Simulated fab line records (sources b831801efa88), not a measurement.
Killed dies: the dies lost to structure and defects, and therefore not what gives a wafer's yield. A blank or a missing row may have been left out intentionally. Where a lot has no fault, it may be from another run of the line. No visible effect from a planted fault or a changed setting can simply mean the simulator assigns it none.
fab line records    flow sky130
[record] lots = 13  wafers = 39  last_day = 50
route steps=708 shown VT_ADJUST_NCORE@130 GATE_OXIDE@203 LDD_N@254 LDD_P@263 PAD_OPEN@708
lots with no fault: from the same line, run without faults
start_h: hours from the record's first day to the start of the lot's first wafer shown    wait_h: how many hours have passed since the lot's step before this one    " unchanged from the row above    L1.1+2: a row that stands for several wafers    - no value, or no start was given    * or withheld: withheld    < > ~ a bound
route shown NAME@n: NAME is a module with steps in the file, n the number in the route of the first one    usual: average and standard deviation across the fault-free wafers    same: alike in all rows    chamber/n: place in a boat    sites: per-site readings    _std_site: the values' standard deviation    _edge_site: mean of outer sites minus mean of inner sites    radius_mm: for every site, how far away it sits from the centre of the wafer    mask NAME#n: copy n    behind: tool/chamber where the wafer was last shaped    hold: cause of the lot's hold/its duration in hours/its outcome    device: the n, p or np transistor that did not switch    end of line: tests of these same wafers at the route's end    a step given without rows: its recipe and nothing more    killed: dies lost to structure and defects at the first sort, not the wafer's yield    map: a wafer's dies, x killed, . not, _ none there
set.NAME: the setting that was run; set.NAME@STEP: the one run at that earlier step    model.NAME: the simulator's own value behind a step, which no gauge read
steps of the route over a sample of lots; a table a step, a row a wafer
services: from which hour (start_h, from the record's first day; less than 0 if before it) a tool's chamber was out of use, for how many hours, and why
[[steps]]
[step SKY_VT_ADJUST_NCORE_TW_MEAS_11]
[usual] VT_ADJUST_NCORE_TW = 221.0/1.4
lot.wafer  tool           chamber  start_h  wait_h  VT_ADJUST_NCORE_TW
L240.2     film_metro-02  -        183.36   0.1     221.7
L240.5     "              -        "        "       221.7
L240.6     "              -        "        "       220.7
L244.1     film_metro-01  -        206.05   0.1     218.3
L244.2     "              -        "        "       218.3
L244.4     "              -        "        "       218.1
L245.1     film_metro-04  -        213.75   0.1     221.5
L245.2     "              -        "        "       222.8
L245.4     "              -        "        "       222.5
L246.1     film_metro-01  -        218.87   0.1     217.0
L246.2     "              -        "        "       219.3
L246.5     "              -        "        "       218.3
L247.1     film_metro-04  -        227.30   0.1     220.8
L247.3     "              -        "        "       221.1
L247.4     "              -        "        "       221.4
L251.4     film_metro-04  -        258.80   0.1     222.0
L251.5     "              -        "        "       221.8
L251.6     "              -        "        "       220.6
L254.3     film_metro-01  -        279.89   0.1     219.6
L254.4     "              -        "        "       219.7
L254.5     "              -        "        "       220.8
L255.2     film_metro-02  -        288.11   0.1     222.2
L255.3     "              -        "        "       221.7
L255.4     "              -        "        "       221.9
L258.3     film_metro-04  -        308.77   0.1     219.6
L258.4     "              -        "        "       220.6
L258.6     "              -        "        "       221.9
L259.3     film_metro-02  -        315.64   0.1     222.5
L259.4     "              -        "        "       224.3
L259.5     "              -        "        "       222.0
L260.2     film_metro-04  -        322.76   0.1     220.6
L260.3     "              -        "        "       221.8
L260.6     "              -        "        "       221.3
L261.2     film_metro-04  -        334.03   0.1     219.7
L261.3     "              -        "        "       221.9
L261.6     "              -        "        "       220.6
L262.4     film_metro-04  -        338.95   0.1     221.2
L262.5     "              -        "        "       219.9
L262.6     "              -        "        "       219.9
[step SKY_GATE_OXIDE_OXIDATION_16]
[recipe] temp_c = 800  ambient = O2  idle_temp_c = 700  ramp_up_c_per_min = 10  ramp_down_c_per_min = 3  stabilise_s = 600  purge_s = 300  target_thk_a = 35.7  ox_time_s = 1915
[usual] spike_tc_bottom_C = 820.3/1.9  spike_tc_centre_C = 800.7/1.1  spike_tc_lower_C = 801.3/1.1  tube_center_temp_C = 800/0.068  zone_power_bottom_pct = 23.2/0.66  zone_power_centre_pct = 13.7/0.91  zone_power_lower_pct = 13.6/0.92
[same] ox_time_s = 1915  purge_s = 300
lot.wafer  tool        chamber  start_h  wait_h  spike_tc_bottom_C  spike_tc_centre_C  spike_tc_lower_C  tube_center_temp_C  zone_power_bottom_pct  zone_power_centre_pct  zone_power_lower_pct
L240.2     furnace-02  0        313.40   2.0     820.6              800.5              799.2             799.96              22.4                   13.1                   13.1
L240.5     "           0        "        "       821.6              801.6              801.8             800.02              22.8                   13.1                   12.9
L240.6     "           0        "        "       819.0              800.4              803.2             800.05              22.6                   13.2                   13.0
L244.1     furnace-02  0        338.83   1.1     818.9              800.5              802.1             799.98              23.0                   13.1                   13.0
L244.2     "           0        "        "       817.9              801.7              801.9             799.97              22.7                   13.1                   12.9
L244.4     "           0        "        "       818.9              800.4              799.5             799.97              22.5                   13.1                   12.8
L245.1     furnace-02  0        351.96   5.3     828.5              808.3              745.3             800.07              29.9                   20.0                   0.0
L245.2     "           0        "        "       829.6              805.2              746.2             800                 29.4                   20.2                   0.0
L245.4     "           0        "        "       827.0              808.0              746.3             799.96              29.1                   20.2                   0.0
L246.1     furnace-02  0        351.96   0.6     828.8              807.1              745.9             799.95              29.4                   20.4                   0.0
L246.2     "           0        "        "       825.9              807.9              746.6             800.03              29.9                   20.5                   0.0
L246.5     "           0        "        "       826.3              809.1              745.2             800.05              29.6                   20.3                   0.0
L247.1     furnace-02  0        363.05   1.2     827.7              807.8              745.0             800.14              29.9                   20.1                   0.0
L247.3     "           0        "        "       828.6              807.6              743.9             799.94              29.4                   20.4                   0.0
L247.4     "           0        "        "       827.1              806.8              748.8             800.01              29.2                   20.1                   0.0
L251.4     furnace-01  0        394.20   0.0     824.0              800.3              799.9             800.09              23.6                   15.0                   15.1
L251.5     "           0        "        "       823.9              800.6              802.0             799.9               23.9                   15.2                   14.6
L251.6     "           0        "        "       822.9              800.3              800.8             799.98              24.2                   15.1                   15.2
L254.3     furnace-02  0        449.30   0.1     820.3              800.0              801.0             800.18              22.5                   13.1                   13.0
L254.4     "           0        "        "       819.6              800.0              801.8             800.02              23.0                   13.1                   12.9
L254.5     "           0        "        "       820.7              800.4              801.0             800.02              22.5                   13.0                   13.1
L255.2     furnace-02  0        449.30   0.2     821.0              799.1              802.6             800.01              22.8                   13.0                   13.0
L255.3     "           0        "        "       818.5              799.5              801.0             800.02              22.5                   13.3                   12.9
L255.4     "           0        "        "       820.4              800.2              799.6             800.07              22.7                   13.2                   12.9
L258.3     furnace-01  0        457.48   0.1     823.6              800.0              801.5             800                 24.1                   14.9                   14.8
L258.4     "           0        "        "       823.8              803.1              801.2             799.88              24.0                   15.1                   14.9
L258.6     "           0        "        "       821.9              800.8              801.4             799.98              23.8                   15.0                   14.8
L259.3     furnace-02  0        464.16   0.3     818.1              798.6              801.3             800.05              22.6                   13.2                   12.9
L259.4     "           0        "        "       819.0              800.5              800.8             800.06              22.6                   13.2                   12.7
L259.5     "           0        "        "       817.1              803.2              800.7             799.94              22.9                   13.2                   12.7
L260.2     furnace-01  0        473.85   1.5     822.8              802.2              802.7             799.97              23.6                   14.8                   14.8
L260.3     "           0        "        "       821.7              801.4              800.5             799.97              24.1                   14.9                   14.9
L260.6     "           0        "        "       822.9              802.4              800.1             799.84              23.8                   14.7                   14.9
L261.2     furnace-02  0        485.95   0.0     822.7              800.6              801.2             799.91              22.6                   13.1                   12.9
L261.3     "           0        "        "       818.0              799.2              801.4             800.13              22.6                   13.0                   13.2
L261.6     "           0        "        "       819.1              801.2              800.3             800.08              22.6                   13.0                   12.8
L262.4     furnace-02  0        490.96   0.0     819.7              799.6              802.8             800.07              23.1                   13.1                   13.0
L262.5     "           0        "        "       818.3              801.7              802.1             799.81              22.9                   13.2                   12.8
L262.6     "           0        "        "       818.9              801.4              803.9             800.07              23.0                   13.0                   13.0
[step SKY_LDD_N_TW_MEAS_17]
[usual] LDD_N_TW = 2601/18
lot.wafer  tool           chamber  start_h  wait_h  LDD_N_TW
L240.2     film_metro-02  -        400.06   0.1     2624
L240.5     "              -        "        "       2626
L240.6     "              -        "        "       2623
L244.1     film_metro-04  -        452.78   0.1     2596
L244.2     "              -        "        "       2606
L244.4     "              -        "        "       2608
L245.1     film_metro-02  -        452.94   0.1     2602
L245.2     "              -        "        "       2604
L245.4     "              -        "        "       2615
L246.1     film_metro-01  -        453.98   0.1     2572
L246.2     "              -        "        "       2586
L246.5     "              -        "        "       2575
L247.1     film_metro-04  -        462.00   0.1     2607
L247.3     "              -        "        "       2602
L247.4     "              -        "        "       2597
L251.4     film_metro-01  -        496.31   0.1     2592
L251.5     "              -        "        "       2582
L251.6     "              -        "        "       2595
L255.2     film_metro-01  -        547.61   0.1     2574
L255.3     "              -        "        "       2565
L255.4     "              -        "        "       2585
L254.3     film_metro-04  -        549.17   0.1     2591
L254.4     "              -        "        "       2605
L254.5     "              -        "        "       2604
L258.3     film_metro-04  -        556.45   0.1     2628
L258.4     "              -        "        "       2632
L258.6     "              -        "        "       2626
L259.3     film_metro-01  -        562.95   0.1     2565
L259.4     "              -        "        "       2576
L259.5     "              -        "        "       2580
L260.2     film_metro-04  -        572.06   0.1     2619
L260.3     "              -        "        "       2633
L260.6     "              -        "        "       2621
L261.2     film_metro-01  -        584.79   0.1     2589
L261.3     "              -        "        "       2582
L261.6     "              -        "        "       2592
L262.4     film_metro-01  -        589.13   0.1     2578
L262.5     "              -        "        "       2584
L262.6     "              -        "        "       2582
[step SKY_LDD_P_OVL_MEAS_08]
[usual] LDD_P_OVL = 0.3/1.6
lot.wafer  tool        chamber  start_h  wait_h  LDD_P_OVL[nm]
L240.2     overlay-01  -        430.73   0.1     -1.2
L240.5     "           -        "        "       -0.9
L240.6     "           -        "        "       -1.1
L244.1     overlay-01  -        483.16   0.1     1.6
L244.2     "           -        "        "       1.0
L244.4     "           -        "        "       0.7
L245.1     overlay-02  -        483.27   0.1     1.7
L245.2     "           -        "        "       1.7
L245.4     "           -        "        "       0.2
L246.1     overlay-01  -        483.81   0.1     -1.7
L246.2     "           -        "        "       -2.1
L246.5     "           -        "        "       -0.7
L247.1     overlay-02  -        492.68   0.1     -1.2
L247.3     "           -        "        "       -0.8
L247.4     "           -        "        "       -0.5
L251.4     overlay-02  -        526.84   0.1     1.6
L251.5     "           -        "        "       2.1
L251.6     "           -        "        "       2.3
L255.2     overlay-01  -        577.09   0.1     -0.6
L255.3     "           -        "        "       -0.9
L255.4     "           -        "        "       1.7
L254.3     overlay-01  -        578.67   0.1     1.1
L254.4     "           -        "        "       0.4
L254.5     "           -        "        "       0.0
L258.3     overlay-02  -        585.33   0.1     0.3
L258.4     "           -        "        "       0.5
L258.6     "           -        "        "       -0.2
L259.3     overlay-02  -        591.99   0.1     0.1
L259.4     "           -        "        "       0.0
L259.5     "           -        "        "       1.9
L260.2     overlay-01  -        601.29   0.1     -1.0
L260.3     "           -        "        "       -0.7
L260.6     "           -        "        "       -0.1
L261.2     overlay-02  -        614.48   0.1     -0.9
L261.3     "           -        "        "       -1.4
L261.6     "           -        "        "       -2.8
L262.4     overlay-02  -        618.53   0.1     0.8
L262.5     "           -        "        "       1.5
L262.6     "           -        "        "       1.4
[step SKY_PAD_OPEN_PROBE_99]
[usual] killed_at_M0_to_M3 = 43/7.7  killed_at_M4_up = 3.0/1.7  killed_at_contacts = 24/5.2  killed_at_front_end = 15/4.5  killed_at_other = 0.3/0.5  killed_dies = 85/9.5  killed_on_rim = 17/4  killed_open = 47/6.6  killed_short = 38/6.6
[same] gross_dies = 492  killed_at_back_side = 0
lot.wafer  tool       chamber  start_h  wait_h  killed_at_M0_to_M3  killed_at_M4_up  killed_at_contacts  killed_at_front_end  killed_at_other  killed_dies  killed_on_rim  killed_open  killed_short
L240.2     prober-01  -        1070.53  0.1     34                  2                28                  13                   0                77           12             48           29
L240.5     prober-01  -        1070.68  0.2     39                  4                24                  12                   0                79           19             43           36
L240.6     prober-01  -        1070.73  0.2     42                  2                29                  22                   0                95           22             55           40
L255.2     prober-01  -        1169.59  0.1     44                  4                25                  24                   0                97           15             57           40
L255.3     prober-01  -        1169.64  0.2     59                  3                19                  11                   0                92           23             52           40
L255.4     prober-01  -        1169.69  0.2     52                  1                20                  15                   0                88           12             47           41
L254.3     prober-01  -        1172.15  0.2     28                  6                26                  13                   1                74           13             40           34
L254.4     prober-01  -        1172.20  0.2     46                  8                15                  17                   0                86           17             40           46
L254.5     prober-01  -        1172.25  0.2     50                  3                23                  12                   0                88           22             45           43
L258.3     prober-02  -        1176.39  0.2     33                  4                32                  24                   0                93           12             47           46
L258.4     prober-02  -        1176.44  0.2     41                  2                17                  24                   0                84           13             52           32
L258.6     prober-02  -        1176.54  0.2     34                  1                22                  18                   1                76           15             45           31
// killed by level:class
L240.2 CONTACT:geometric_particle:open=12 LI_CONTACT:geometric_particle:open=8 VIA2:geometric_particle:open=8 VIA1:geometric_particle:open=6 FIELD_ISO:geometric_particle:short=5 METAL2:geometric_particle:short=4 VIA3:geometric_particle:open=4 LOCAL_INTERCONNECT:geometric_particle:short=3
L240.5 VIA1:geometric_particle:open=11 VIA2:geometric_particle:open=7 LI_CONTACT:geometric_particle:open=6 POLY_GATE:geometric_particle:short=5 VIA3:geometric_particle:open=5 CONTACT:geometric_particle:short=5 METAL1:geometric_particle:short=5 LI_CONTACT:geometric_particle:short=4
L240.6 CONTACT:geometric_particle:open=15 VIA3:geometric_particle:open=10 LI_CONTACT:geometric_particle:open=7 METAL1:geometric_particle:short=7 FIELD_ISO:geometric_particle:short=6 VIA2:geometric_particle:open=6 VIA1:geometric_particle:open=5 LOCAL_INTERCONNECT:geometric_particle:short=4
L255.2 VIA1:geometric_particle:open=10 LI_CONTACT:geometric_particle:open=10 CONTACT:geometric_particle:open=10 METAL3:geometric_particle:short=7 POLY_GATE:geometric_particle:short=6 VIA3:geometric_particle:open=6 VIA1:geometric_particle:short=5 FIELD_ISO:geometric_particle:open=4
L255.3 VIA1:geometric_particle:open=12 VIA3:geometric_particle:open=12 METAL2:geometric_particle:short=8 CONTACT:geometric_particle:open=8 METAL1:geometric_particle:short=6 VIA1:geometric_particle:short=5 LI_CONTACT:geometric_particle:open=5 POLY_GATE:geometric_particle:short=4
L255.4 VIA1:geometric_particle:open=8 METAL2:geometric_particle:short=8 CONTACT:geometric_particle:open=7 VIA3:geometric_particle:open=7 CONTACT:geometric_particle:short=6 VIA2:geometric_particle:open=6 POLY_GATE:geometric_particle:short=5 LI_CONTACT:geometric_particle:open=5
L254.3 VIA1:geometric_particle:open=10 CONTACT:geometric_particle:open=8 CONTACT:geometric_particle:short=7 METAL2:geometric_particle:short=5 LI_CONTACT:geometric_particle:open=4 VIA2:geometric_particle:open=4 SPACER:geometric_particle:open=3 LI_CONTACT:geometric_particle:short=3
L254.4 VIA1:geometric_particle:open=8 VIA1:geometric_particle:short=7 VIA3:geometric_particle:open=7 VIA2:geometric_particle:open=6 METAL3:geometric_particle:short=6 FIELD_ISO:geometric_particle:short=5 POLY_GATE:geometric_particle:open=5 METAL4:geometric_particle:short=5
L254.5 VIA1:geometric_particle:open=14 VIA1:geometric_particle:short=7 VIA2:geometric_particle:open=7 POLY_GATE:geometric_particle:short=6 CONTACT:geometric_particle:open=6 LI_CONTACT:geometric_particle:open=5 CONTACT:geometric_particle:short=5 METAL1:geometric_particle:short=5
L258.3 FIELD_ISO:geometric_particle:short=10 VIA3:geometric_particle:open=9 LI_CONTACT:geometric_particle:open=7 CONTACT:geometric_particle:short=7 METAL2:geometric_particle:short=7 LOCAL_INTERCONNECT:geometric_particle:open=6 CONTACT:geometric_particle:open=6 VIA1:geometric_particle:open=6
L258.4 VIA1:geometric_particle:open=13 VIA2:geometric_particle:open=10 FIELD_ISO:geometric_particle:open=7 LI_CONTACT:geometric_particle:open=7 VIA2:geometric_particle:short=7 CONTACT:geometric_particle:open=7 FIELD_ISO:geometric_particle:short=6 POLY_GATE:geometric_particle:open=5
L258.6 VIA1:geometric_particle:open=8 CONTACT:geometric_particle:open=7 FIELD_ISO:geometric_particle:short=6 LI_CONTACT:geometric_particle:open=6 FIELD_ISO:geometric_particle:open=5 LOCAL_INTERCONNECT:geometric_particle:short=5 METAL2:geometric_particle:short=4 VIA3:geometric_particle:open=4
[[services]]
tool        chamber  start_h  hours  kind
furnace-02  -        291.63   3.3    pm
furnace-01  -        344.79   2.6    pm
furnace-02  -        348.71   3.2    pm
furnace-01  -        413.69   3.3    pm
furnace-02  -        471.98   5.2    repair
[[key]]
[first_sign] step = SKY_GATE_OXIDE_OXIDATION_16  reading = spike_tc_lower_C  direction = down  sigmas = 53  usual = 801.3  struck = 745.9
[effect] step = SKY_GATE_OXIDE_OXIDATION_16  reading = zone_power_lower_pct  direction = down  sigmas = 15  usual = 13.6  struck = 0.0
met_at SKY_GATE_OXIDE_OXIDATION_16
struck_lots L245,L246,L247
tester_left_out L245,L246,L247
not_acting_at SKY_VT_ADJUST_NCORE_TW_MEAS_11,SKY_LDD_N_TW_MEAS_17,SKY_LDD_P_OVL_MEAS_08
onset_between 338.83 351.96
[fault] kind = process_parameter_drift  tool = furnace-02  chamber = -  onset_h = 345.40  steps = SKY_GATE_OXIDE_OXIDATION_16  channel = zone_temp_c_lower  offset = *  shape = step  end_h = 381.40
// tester_left_out: of these lots the tester's yield and bins aren't shown, on N5 and GAA mostly nor the transistor test; their killed dies are dies lost to structure and defects alone, not to doping, threshold or leakage, so they don't give the yield
